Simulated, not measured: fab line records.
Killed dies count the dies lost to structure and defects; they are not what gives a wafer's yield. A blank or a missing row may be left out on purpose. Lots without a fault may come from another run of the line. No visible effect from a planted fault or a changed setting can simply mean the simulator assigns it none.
fab line records	flow gf180mcu
record lots=5	wafers=23
route steps=602 shown V1@352 M2@362 V2@391 M3@425 V3@429 M4@456
start_h: hours from the record's first day to the start of the lot's first wafer shown	wait_h: hours from the lot's prior step to this one	" same as the row above	L1.1+2: one row covering several wafers at once	- no value, or no start was given	* or withheld: withheld	< > ~ a bound
route shown NAME@n: NAME is a module with steps in the file, n the number in the route of the first one	usual: the fault-free wafers' mean and standard deviation	same: alike in all rows	chamber/n: place in a boat	sites: each site's reading	_std_site: the values' standard deviation	_edge_site: outer sites' mean less inner sites'	radius_mm: for every site, how far away it sits from the centre of the wafer	mask NAME#n: copy n	behind: the tool/chamber that last shaped the wafer	hold: the reason the lot was held/the length of the hold in hours/how it ended	device: transistor that didn't switch, given as n, p or np	end of line: the same wafers' tests at the end of the route	step lacking rows: just its recipe	killed: the dies lost at the first sort to structure and to defects; this is not the yield of the wafer	map: dies across one wafer; x = killed, . = not, _ = none there
set.NAME: the setting that was run; set.NAME@STEP: the one run at that earlier step	model.NAME: the simulator's own value behind a step, which no gauge read
one table per step and one row per wafer, for lots whose settings were changed on purpose
## steps
# step GF_V1_ETCH_17
# recipe chemistry=C4F8/O2/Ar	mask_material=KrF	target=SiO2	stop_on=TiN	source_w=1500	bias_w=1200	pressure_mtorr=40	c4f8_flow_sccm=withheld	O2_flow_sccm=6	Ar_flow_sccm=300	time_s=withheld	target_depth_a=6300
# usual oes_product_au=0.856/0.0049
lot.wafer	tool	chamber	start_h	wait_h	set.source_w	set.leave_above_ref_nm@V1_CMP_04	oes_product_au	model.V1.feature_depth_nm
L080.1	rie_diel-03	2	-	-	1500	632.5	0.855	633
L080.2	"	0	"	"	1327	632.5	0.859	633.2
L080.3	"	3	"	"	1500	632.5	0.854	633.2
L080.5	"	2	"	"	1327	666.8	0.888	666.9
L080.6	"	3	"	"	1327	666.8	0.886	667.8
L082.1	rie_diel-03	3	-	-	1349	632.5	0.858	631.8
L082.3	"	1	"	"	1500	656.1	0.880	657.1
L082.4	"	2	"	"	1500	632.5	0.852	632.6
L082.5	"	2	"	"	1349	632.5	0.861	632.9
L082.6	"	1	"	"	1500	656.1	0.884	658.2
L083.2	rie_diel-01	3	-	-	1500	632.5	0.848	633.1
L083.3	"	1	"	"	1667	616.4	0.843	618.1
L083.4	"	0	"	"	1500	632.5	0.857	633.8
L083.5	"	1	"	"	1667	632.5	0.868	635.8
L083.6	"	3	"	"	1500	616.4	0.836	616.2
L084.3	rie_diel-03	3	-	-	1500	632.5	0.856	631.7
L084.4	"	0	"	"	1500	632.5	0.863	633.8
L084.6	"	0	"	"	1500	632.5	0.850	631.9
L085.2	rie_diel-04	0	-	-	1500	632.5	0.860	633.2
L085.3	"	3	"	"	1500	632.5	0.852	631.5
L085.4	"	1	"	"	1400	632.5	0.859	633.6
L085.5	"	3	"	"	1500	632.5	0.860	635.2
L085.6	"	2	"	"	1400	632.5	0.854	632.7
# step GF_M2_SPUTTER_00
# recipe material=Ti	target_thk_nm=37.5	arriving_ion_energy_ev=80	substrate_temp_c=200	chamber_pressure_pa=2	power_w=4000	time_s=150
lot.wafer	tool	chamber	start_h	wait_h	set.power_w	model.Ti_of_M2_SPUTTER_00.thk_nm
L080.1	pvd_sputter-03	-	478.59	0.2	4360	40.6
L080.2	"	-	"	"	4000	37.86
L080.3+6	"	-	"	"	4000	37.61
L080.5	"	-	"	"	4360	40.86
L082.1	pvd_sputter-03	-	502.38	0.2	3836	35.96
L082.3	"	-	"	"	3836	35.97
L082.4	"	-	"	"	4000	37.33
L082.5	"	-	"	"	4000	37.44
L082.6	"	-	"	"	4000	37.69
L083.2	pvd_sputter-02	-	504.41	0.2	3575	33.31
L083.3	"	-	"	"	4000	36.77
L083.4	"	-	"	"	4000	37.61
L083.5	"	-	"	"	4000	36.97
L083.6	"	-	"	"	3575	32.97
L084.3	pvd_sputter-02	-	511.53	0.2	4000	38.27
L084.4	"	-	"	"	4000	37.51
L084.6	"	-	"	"	4000	37.66
L085.2	pvd_sputter-03	-	519.53	0.1	4000	37.33
L085.3	"	-	"	"	4000	37.54
L085.4	"	-	"	"	3865	35.83
L085.5	"	-	"	"	3865	35.76
L085.6	"	-	"	"	4000	37.61
# step GF_M2_SPUTTER_02
# recipe material=AlCu	target_thk_nm=450	power_w=10600	time_s=23.9	chamber_pressure_pa=0.4
lot.wafer	tool	chamber	start_h	wait_h	set.time_s	model.AlCu_of_M2_SPUTTER_02.thk_nm
L080.1	pvd_sputter-03	-	478.73	0.0	23.9	448.6
L080.2	"	-	"	"	23.9	448.7
L080.3+5	"	-	"	"	23.9	452.7
L080.6	"	-	"	"	23.9	449.6
L082.1	pvd_sputter-03	-	502.51	0.0	25.65	484.1
L082.3	"	-	"	"	25.65	485.3
L082.4	"	-	"	"	25.65	487.7
L082.5	"	-	"	"	23.9	456.3
L082.6	"	-	"	"	23.9	452
L083.2	pvd_sputter-02	-	504.54	0.0	23.9	445.7
L083.3	"	-	"	"	23.9	448.6
L083.4	"	-	"	"	23.9	450.1
L083.5	"	-	"	"	23.9	446.8
L083.6	"	-	"	"	23.9	449.8
L084.3+4	pvd_sputter-02	-	511.66	0.0	23.9	445
L084.6	"	-	"	"	23.9	444.2
L085.2	pvd_sputter-03	-	519.66	0.0	23.9	454.8
L085.3	"	-	"	"	20.42	389.8
L085.4	"	-	"	"	20.42	389.7
L085.5	"	-	"	"	20.42	387.7
L085.6	"	-	"	"	23.9	456.3
# step GF_M2_SPUTTER_03
# recipe material=Ti	target_thk_nm=10	substrate_temp_c=300	chamber_pressure_pa=0.3	power_w=2926	time_s=6.7
# step GF_M2_SPUTTER_04
# recipe material=TiN	target_thk_nm=50	power_w=6500	time_s=41.7	chamber_pressure_pa=0.4
# step GF_M2_RS_MEAS_05
# recipe thk_meas_gauge=four-point-probe	reads=TiN_of_M2_SPUTTER_04+Ti_of_M2_SPUTTER_03+AlCu_of_M2_SPUTTER_02+TiN_of_M2_SPUTTER_01+Ti_of_M2_SPUTTER_00
# usual M2_ALCU_RS=0.0693/0.00063
lot.wafer	tool	chamber	start_h	wait_h	set.time_s@M2_SPUTTER_02	M2_ALCU_RS[ohm/sq]
L080.1	film_metro-04	-	478.82	0.0	23.9	0.0697
L080.2	"	-	"	"	23.9	0.0698
L080.3	"	-	"	"	23.9	0.0691
L080.5	"	-	"	"	23.9	0.0690
L080.6	"	-	"	"	23.9	0.0695
L082.1	film_metro-02	-	502.60	0.0	25.65	0.0647
L082.3	"	-	"	"	25.65	0.0645
L082.4	"	-	"	"	25.65	0.0642
L082.5	"	-	"	"	23.9	0.0687
L082.6	"	-	"	"	23.9	0.0694
L083.2	film_metro-02	-	504.65	0.0	23.9	0.0704
L083.3	"	-	"	"	23.9	0.0699
L083.4	"	-	"	"	23.9	0.0697
L083.5	"	-	"	"	23.9	0.0704
L083.6	"	-	"	"	23.9	0.0696
L084.3	film_metro-04	-	511.79	0.1	23.9	0.0704
L084.4	"	-	"	"	23.9	0.0703
L084.6	"	-	"	"	23.9	0.0705
L085.2	film_metro-04	-	519.77	0.0	23.9	0.0688
L085.3	"	-	"	"	20.42	0.0804
L085.4	"	-	"	"	20.42	0.0803
L085.5	"	-	"	"	20.42	0.0808
L085.6	"	-	"	"	23.9	0.0686
# step GF_M2_THK_MEAS_06
# recipe thk_meas_gauge=xrf	reads=AlCu_of_M2_SPUTTER_02
# usual M2_ALCU_THK=457/5.7
lot.wafer	tool	chamber	start_h	wait_h	set.time_s@M2_SPUTTER_02	M2_ALCU_THK[nm]
L080.1	film_metro-04	-	478.94	0.1	23.9	455
L080.2	"	-	"	"	23.9	453
L080.3	"	-	"	"	23.9	457
L080.5	"	-	"	"	23.9	457
L080.6	"	-	"	"	23.9	454
L082.1	film_metro-02	-	502.72	0.1	25.65	489
L082.3	"	-	"	"	25.65	491
L082.4	"	-	"	"	25.65	493
L082.5	"	-	"	"	23.9	462
L082.6	"	-	"	"	23.9	459
L083.2	film_metro-02	-	504.76	0.1	23.9	447
L083.3	"	-	"	"	23.9	449
L083.4	"	-	"	"	23.9	451
L083.5	"	-	"	"	23.9	449
L083.6	"	-	"	"	23.9	449
L084.3	film_metro-04	-	511.89	0.1	23.9	448
L084.4	"	-	"	"	23.9	452
L084.6	"	-	"	"	23.9	449
L085.2	film_metro-04	-	519.88	0.1	23.9	460
L085.3	"	-	"	"	20.42	397
L085.4	"	-	"	"	20.42	395
L085.5	"	-	"	"	20.42	393
L085.6	"	-	"	"	23.9	462
# step GF_M2_EXPOSE_11
# recipe mask_id=Metal2	target_cd_nm=280	na=0.68	source_shape=conventional	sigma_outer=0.6	dose_mj=28
lot.wafer	tool	chamber	start_h	wait_h	mask	set.dose_mj
L080.1+6	krf_scanner-02	0	-	-	Metal2#0	28
L080.2+3+5	"	0	"	"	Metal2#0	26.68
L082.1+4+5	krf_scanner-01	0	-	-	Metal2#0	28
L082.3+6	"	0	"	"	Metal2#0	29.48
L083.2+3+4+5+6	krf_scanner-02	0	-	-	Metal2#0	28
L084.3+4+6	krf_scanner-02	0	-	-	Metal2#0	28
L085.2+3	krf_scanner-02	0	-	-	Metal2#0	26.51
L085.4+5+6	"	0	"	"	Metal2#0	28
# step GF_M2_PEB_12
# recipe peb_temp_c=135	peb_time_s=90	resist=KrF
# step GF_M2_DEVELOP_13
# recipe develop_time_s=60	dev_temp_c=21
# step GF_M2_CD_MEAS_14
# recipe target_cd_nm=280
# usual cd_nm=279.5/0.87
lot.wafer	tool	chamber	start_h	wait_h	set.dose_mj@M2_EXPOSE_11	cd_nm
L080.1	cd_sem-02	-	502.06	0.1	28	279.9
L080.2	"	-	"	"	26.68	286.1
L080.3	"	-	"	"	26.68	286.4
L080.5	"	-	"	"	26.68	286.6
L080.6	"	-	"	"	28	278.1
L082.1	cd_sem-01	-	525.57	0.1	28	279.5
L082.3	"	-	"	"	29.48	270.8
L082.4	"	-	"	"	28	280.3
L082.5	"	-	"	"	28	280.2
L082.6	"	-	"	"	29.48	271.9
L083.2	cd_sem-01	-	527.79	0.1	28	279.8
L083.3	"	-	"	"	28	280.6
L083.4	"	-	"	"	28	279.8
L083.5	"	-	"	"	28	279.7
L083.6	"	-	"	"	28	279.8
L084.3	cd_sem-01	-	533.96	0.1	28	279.5
L084.4	"	-	"	"	28	279.1
L084.6	"	-	"	"	28	278.6
L085.2	cd_sem-02	-	542.24	0.1	26.51	288.3
L085.3	"	-	"	"	26.51	288.3
L085.4	"	-	"	"	28	280.2
L085.5	"	-	"	"	28	278.8
L085.6	"	-	"	"	28	278.5
# step GF_M2_METAL_ETCH_16
# recipe chemistry=Cl2/BCl3	mask_material=KrF	target_depth_nm=627.5	stop_on=SiO2	pressure_mtorr=8	icp_w=800	bias_w=140	Cl2_flow_sccm=80	bcl3_flow_sccm=40	time_s=104.6
# usual oes_product_au=0.972/0.0057
lot.wafer	tool	chamber	start_h	wait_h	set.time_s@M2_SPUTTER_02	set.dose_mj@M2_EXPOSE_11	oes_product_au	model.M2.cd_nm
L080.1	rie_metal-04	0	502.21	0.0	23.9	28	0.974	282.5
L080.2	"	1	"	"	23.9	26.68	0.973	287.1
L080.3	"	0	"	"	23.9	26.68	0.979	287.9
L080.5	"	0	"	"	23.9	26.68	0.970	289.3
L080.6	"	1	"	"	23.9	28	0.977	279.2
L082.1	rie_metal-03	0	525.73	0.0	25.65	28	1.002	278.3
L082.3	"	0	"	"	25.65	29.48	0.988	270.8
L082.4	"	1	"	"	25.65	28	0.986	285.2
L082.5	"	0	"	"	23.9	28	0.977	278.2
L082.6	"	1	"	"	23.9	29.48	0.960	273.2
L083.2	rie_metal-04	0	527.92	0.0	23.9	28	0.968	281.2
L083.3	"	0	"	"	23.9	28	0.956	279.8
L083.4	"	1	"	"	23.9	28	0.970	278
L083.5	"	0	"	"	23.9	28	0.969	280.9
L083.6	"	1	"	"	23.9	28	0.967	279.6
L084.3	rie_metal-03	0	534.12	0.1	23.9	28	0.968	283.3
L084.4	"	1	"	"	23.9	28	0.977	281.6
L084.6	"	0	"	"	23.9	28	0.966	280.9
L085.2	rie_metal-01	1	542.37	0.0	23.9	26.51	0.960	290.5
L085.3	"	1	"	"	20.42	26.51	0.915	291.6
L085.4	"	0	"	"	20.42	28	0.912	275.8
L085.5	"	1	"	"	20.42	28	0.899	282.7
L085.6	"	0	"	"	23.9	28	0.973	275.3
# step GF_V2_COAT_09
# recipe resist=KrF	spin_rpm=withheld	resist_thk_nm=1000
lot.wafer	tool	chamber	start_h	wait_h	set.resist_thk_nm	model.KrF_of_V2_COAT_09.thk_nm
L080.1	litho_track-04	0	-	-	1000	1000
L080.2	"	0	"	"	952	951.1
L080.3	"	0	"	"	952	949.8
L080.5	"	0	"	"	1000	1001
L080.6	"	0	"	"	1000	995.7
L082.1	litho_track-01	0	-	-	1028	1028
L082.3+5	"	0	"	"	1028	1029
L082.4	"	0	"	"	1000	997.7
L082.6	"	0	"	"	1000	1001
L083.2	litho_track-04	0	-	-	1000	997.5
L083.3	"	0	"	"	1000	999.7
L083.4	"	0	"	"	1030	1026
L083.5	"	0	"	"	1030	1028
L083.6	"	0	"	"	1000	998.9
L084.3	litho_track-01	0	-	-	1000	1002
L084.4	"	0	"	"	1000	1004
L084.6	"	0	"	"	1000	1003
L085.2	litho_track-04	0	-	-	1021	1023
L085.3	"	0	"	"	1021	1024
L085.4	"	0	"	"	1021	1026
L085.5	"	0	"	"	1000	1001
L085.6	"	0	"	"	1000	1003
# step GF_V2_ETCH_16
# recipe chemistry=N2/H2	target_depth_a=withheld	overetch_a=withheld	time_s=withheld	target=BARC	ion_energy_ev=200	source_w=500	bias_w=100	pressure_mtorr=30	n2_flow_sccm=100	h2_flow_sccm=200
lot.wafer	tool	chamber	start_h	wait_h	set.ion_energy_ev
L080.1+2+3+5+6	rie_diel-01	1,3,0,3,2	526.98	0.0	200
L082.1+5+6	rie_diel-01	0,1,0	549.06	0.0	184.6
L082.3+4	"	3,2	"	"	200
L083.2+5	rie_diel-01	0,2	551.96	0.0	212.5
L083.3+4+6	"	1,2,3	"	"	200
L084.3+4+6	rie_diel-02	1,2,2	557.56	0.0	200
L085.2+3+4+5+6	rie_diel-02	3,1,2,2,1	565.13	0.0	200
# step GF_V2_ETCH_17
# recipe chemistry=C4F8/O2/Ar	mask_material=KrF	target=SiO2	stop_on=TiN	source_w=1500	bias_w=1200	pressure_mtorr=40	c4f8_flow_sccm=withheld	O2_flow_sccm=6	Ar_flow_sccm=300	time_s=withheld	target_depth_a=6300
# step GF_V2_STRIP_18
# recipe chemistry=O2/N2	power_w=1400	pressure_mtorr=1500	platen_temp_c=250	o2_flow_sccm=3000	n2_flow_sccm=300	overash_fraction=0.5
# usual oes_product_au=0.593/0.0045
lot.wafer	tool	chamber	start_h	wait_h	set.resist_thk_nm@V2_COAT_09	oes_product_au
L080.1	plasma_asher-02	1	527.11	-	1000	0.597
L080.2	"	0	"	"	952	0.575
L080.3	"	0	"	"	952	0.567
L080.5	"	1	"	"	1000	0.587
L080.6	"	0	"	"	1000	0.593
L082.1	plasma_asher-04	0	549.19	-	1028	0.601
L082.3	"	0	"	"	1028	0.599
L082.4	"	1	"	"	1000	0.585
L082.5	"	1	"	"	1028	0.608
L082.6	"	0	"	"	1000	0.591
L083.2	plasma_asher-02	1	552.09	-	1000	0.592
L083.3	"	0	"	"	1000	0.598
L083.4	"	1	"	"	1030	0.610
L083.5	"	1	"	"	1030	0.604
L083.6	"	0	"	"	1000	0.596
L084.3	plasma_asher-04	1	557.73	-	1000	0.595
L084.4	"	0	"	"	1000	0.589
L084.6	"	0	"	"	1000	0.593
L085.2	plasma_asher-02	1	565.26	-	1021	0.606
L085.3	"	1	"	"	1021	0.614
L085.4	"	0	"	"	1021	0.602
L085.5	"	0	"	"	1000	0.594
L085.6	"	1	"	"	1000	0.605
# step GF_M3_METAL_ETCH_16
# recipe chemistry=Cl2/BCl3	mask_material=KrF	target_depth_nm=627.5	stop_on=SiO2	pressure_mtorr=8	icp_w=800	bias_w=140	Cl2_flow_sccm=80	bcl3_flow_sccm=40	time_s=104.6
lot.wafer	tool	chamber	start_h	wait_h	set.icp_w
L080.1+2+5	rie_metal-03	1,0,1	550.87	0.0	871.1
L080.3+6	"	0	"	"	800
L082.1+5	rie_metal-04	1	572.38	0.0	800
L082.3+4+6	"	1,0,0	"	"	862.1
L083.2+3+5	rie_metal-03	1,0,0	575.18	0.0	712.6
L083.4+6	"	1	"	"	800
L084.3+4+6	rie_metal-04	1,0,1	580.76	0.1	800
L085.2+4+5	rie_metal-04	1	587.48	0.0	740.3
L085.3+6	"	0	"	"	800
# step GF_M3_STRIP_17
# recipe chemistry=O2/N2	power_w=1400	pressure_mtorr=1500	platen_temp_c=250	o2_flow_sccm=3000	n2_flow_sccm=300	overash_fraction=0.5
# usual strip_time_to_endpoint_s=7.89/0.036
lot.wafer	tool	chamber	start_h	wait_h	set.icp_w@M3_METAL_ETCH_16	strip_time_to_endpoint_s
L080.1	plasma_asher-02	0	550.99	0.1	871.1	7.70
L080.2	"	1	"	"	871.1	7.71
L080.3	"	1	"	"	800	7.86
L080.5	"	0	"	"	871.1	7.72
L080.6	"	1	"	"	800	7.86
L082.1	plasma_asher-02	0	572.49	0.1	800	7.83
L082.3	"	1	"	"	862.1	7.67
L082.4	"	0	"	"	862.1	7.73
L082.5	"	0	"	"	800	7.86
L082.6	"	1	"	"	862.1	7.71
L083.2	plasma_asher-03	0	575.29	0.1	712.6	8.18
L083.3	"	0	"	"	712.6	8.13
L083.4	"	1	"	"	800	7.91
L083.5	"	0	"	"	712.6	8.11
L083.6	"	1	"	"	800	7.91
L084.3	plasma_asher-01	1	580.87	0.1	800	7.86
L084.4	"	0	"	"	800	7.92
L084.6	"	0	"	"	800	7.87
L085.2	plasma_asher-03	1	587.59	0.1	740.3	8.02
L085.3	"	1	"	"	800	7.89
L085.4	"	0	"	"	740.3	8.04
L085.5	"	1	"	"	740.3	8.03
L085.6	"	0	"	"	800	7.93
# step GF_V3_CVD_00
# recipe material=SiO2	target_thk_nm=600	sigma_open_frac=0.3	temp_c=400	time_s=100	sih4_flow_sccm=60	pressure_mtorr=6
lot.wafer	tool	chamber	start_h	wait_h	set.sih4_flow_sccm	model.SiO2_of_V3_CVD_00.thk_nm
L080.1	hdpcvd-02	1	551.52	0.0	52.43	519.1
L080.2	"	0	"	"	60	611.2
L080.3	"	2	"	"	60	604.1
L080.5	"	1	"	"	52.43	518.2
L080.6	"	0	"	"	60	608.5
L082.1	hdpcvd-01	1	573.03	0.0	60	593.1
L082.3	"	1	"	"	60	597.6
L082.4	"	2	"	"	60	602.1
L082.5	"	1	"	"	60	587.3
L082.6	"	2	"	"	60	602.4
L083.2	hdpcvd-01	2	575.86	0.0	60	596.6
L083.3	"	1	"	"	54	527.8
L083.4	"	2	"	"	60	591.9
L083.5	"	1	"	"	54	530.4
L083.6	"	2	"	"	60	594.9
L084.3	hdpcvd-01	0	581.41	0.0	60	609.4
L084.4	"	2	"	"	60	604.4
L084.6	"	0	"	"	60	614.7
L085.2	hdpcvd-01	2	588.13	0.0	60	596.8
L085.3	"	1	"	"	52.52	523.5
L085.4	"	2	"	"	60	599.2
L085.5	"	0	"	"	52.52	530.9
L085.6	"	1	"	"	52.52	522.9
# step GF_V3_THK_MEAS_01
# recipe reads=SiO2_of_V3_CVD_00
# usual V3_CVD_00_THK=600/7.5
lot.wafer	tool	chamber	start_h	wait_h	set.sih4_flow_sccm@V3_CVD_00	V3_CVD_00_THK[nm]
L080.1	film_metro-03	-	551.59	0.0	52.43	519
L080.2	"	-	"	"	60	611
L080.3	"	-	"	"	60	604
L080.5	"	-	"	"	52.43	519
L080.6	"	-	"	"	60	608
L082.1	film_metro-02	-	573.13	0.1	60	593
L082.3	"	-	"	"	60	597
L082.4	"	-	"	"	60	603
L082.5	"	-	"	"	60	587
L082.6	"	-	"	"	60	603
L083.2	film_metro-01	-	575.97	0.1	60	597
L083.3	"	-	"	"	54	528
L083.4	"	-	"	"	60	593
L083.5	"	-	"	"	54	531
L083.6	"	-	"	"	60	595
L084.3	film_metro-01	-	581.50	0.1	60	610
L084.4	"	-	"	"	60	604
L084.6	"	-	"	"	60	615
L085.2	film_metro-02	-	588.22	0.0	60	597
L085.3	"	-	"	"	52.52	523
L085.4	"	-	"	"	60	599
L085.5	"	-	"	"	52.52	531
L085.6	"	-	"	"	52.52	523
# step GF_M4_SPUTTER_00
# recipe material=Ti	target_thk_nm=37.5	arriving_ion_energy_ev=80	substrate_temp_c=200	chamber_pressure_pa=2	power_w=4000	time_s=150
lot.wafer	tool	chamber	start_h	wait_h	set.power_w	model.Ti_of_M4_SPUTTER_00.thk_nm
L080.1	pvd_sputter-03	-	574.93	0.2	3640	33.67
L080.2	"	-	"	"	4000	37.2
L080.3	"	-	"	"	4000	37.02
L080.5	"	-	"	"	4000	36.97
L080.6	"	-	"	"	3640	33.88
L082.1	pvd_sputter-03	-	595.11	0.1	4000	36.78
L082.3	"	-	"	"	3800	34.6
L082.4	"	-	"	"	4000	37.1
L082.5	"	-	"	"	4000	37.11
L082.6	"	-	"	"	3800	34.77
L083.2	pvd_sputter-04	-	599.29	0.1	4000	37.72
L083.3	"	-	"	"	4000	37.83
L083.4	"	-	"	"	4000	37.53
L083.5	"	-	"	"	4000	37.8
L083.6	"	-	"	"	4000	37.49
L084.3	pvd_sputter-02	-	607.34	0.2	4000	37.44
L084.4	"	-	"	"	4000	37.79
L084.6	"	-	"	"	4000	37.85
L085.2	pvd_sputter-02	-	610.96	0.2	4000	37.35
L085.3	"	-	"	"	4000	37.67
L085.4	"	-	"	"	3590	34.04
L085.5	"	-	"	"	3590	34
L085.6	"	-	"	"	3590	33.93
# step GF_M4_SPUTTER_04
# recipe material=TiN	target_thk_nm=50	power_w=6500	time_s=41.7	chamber_pressure_pa=0.4
lot.wafer	tool	chamber	start_h	wait_h	set.power_w	model.TiN_of_M4_SPUTTER_04.thk_nm
L080.1	pvd_sputter-03	-	575.11	0.0	6500	50.01
L080.2	"	-	"	"	6144	46.93
L080.3	"	-	"	"	6500	50.12
L080.5	"	-	"	"	6144	46.65
L080.6	"	-	"	"	6500	49.6
L082.1	pvd_sputter-03	-	595.29	0.0	6500	50.09
L082.3	"	-	"	"	6500	50.03
L082.4	"	-	"	"	6158	47.87
L082.5	"	-	"	"	6158	47.2
L082.6	"	-	"	"	6500	50.05
L083.2	pvd_sputter-04	-	599.47	0.0	6500	50.12
L083.3	"	-	"	"	6500	50.19
L083.4	"	-	"	"	6500	49.94
L083.5	"	-	"	"	5859	45.21
L083.6	"	-	"	"	5859	44.84
L084.3	pvd_sputter-02	-	607.52	0.0	6500	50.49
L084.4	"	-	"	"	6500	49.35
L084.6	"	-	"	"	6500	49.45
L085.2	pvd_sputter-02	-	611.14	0.0	6500	49.87
L085.3	"	-	"	"	6896	53.53
L085.4	"	-	"	"	6500	50.57
L085.5	"	-	"	"	6896	52.81
L085.6	"	-	"	"	6500	50.7
## key
split step=GF_V1_ETCH_17	setting=source_w	stated=1500	by=wafer
response none clear
split step=GF_M2_SPUTTER_00	setting=power_w	stated=4000	by=wafer
response step=GF_M2_SPUTTER_00	reading=model.Ti_of_M2_SPUTTER_00.thk_nm	change=+0.367	per=1%	r=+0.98
split step=GF_M2_SPUTTER_02	setting=time_s	stated=23.9	by=wafer
response step=GF_M2_SPUTTER_02	reading=model.AlCu_of_M2_SPUTTER_02.thk_nm	change=+4.52	per=1%	r=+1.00
response step=GF_M2_RS_MEAS_05	reading=M2_ALCU_RS	change=-0.000772	per=1%	r=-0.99
response step=GF_M2_THK_MEAS_06	reading=M2_ALCU_THK	change=+4.47	per=1%	r=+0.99
response step=GF_M2_METAL_ETCH_16	reading=oes_product_au	change=+0.00379	per=1%	r=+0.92
split step=GF_M2_EXPOSE_11	setting=dose_mj	stated=28	by=wafer
response step=GF_M2_CD_MEAS_14	reading=cd_nm	change=-1.65	per=1%	r=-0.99
response step=GF_M2_METAL_ETCH_16	reading=model.M2.cd_nm	change=-1.9	per=1%	r=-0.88
split step=GF_V2_COAT_09	setting=resist_thk_nm	stated=1000	by=wafer
response step=GF_V2_COAT_09	reading=model.KrF_of_V2_COAT_09.thk_nm	change=+10.1	per=1%	r=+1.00
response step=GF_V2_STRIP_18	reading=oes_product_au	change=+0.00436	per=1%	r=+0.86
split step=GF_V2_ETCH_16	setting=ion_energy_ev	stated=200	by=wafer
response none clear
split step=GF_M3_METAL_ETCH_16	setting=icp_w	stated=800	by=wafer
response step=GF_M3_STRIP_17	reading=strip_time_to_endpoint_s	change=*	per=1%	r=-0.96
split step=GF_V3_CVD_00	setting=sih4_flow_sccm	stated=60	by=wafer
response step=GF_V3_CVD_00	reading=model.SiO2_of_V3_CVD_00.thk_nm	change=+6.46	per=1%	r=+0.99
response step=GF_V3_THK_MEAS_01	reading=V3_CVD_00_THK	change=+6.45	per=1%	r=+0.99
split step=GF_M4_SPUTTER_00	setting=power_w	stated=4000	by=wafer
response step=GF_M4_SPUTTER_00	reading=model.Ti_of_M4_SPUTTER_00.thk_nm	change=+0.366	per=1%	r=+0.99
split step=GF_M4_SPUTTER_04	setting=power_w	stated=6500	by=wafer
response step=GF_M4_SPUTTER_04	reading=model.TiN_of_M4_SPUTTER_04.thk_nm	change=+0.506	per=1%	r=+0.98
split outside_this_file step=GF_V1_CMP_04 setting=leave_above_ref_nm
# split outside_this_file: this setting was split too, and the file shows its column; the key of that split is in another file
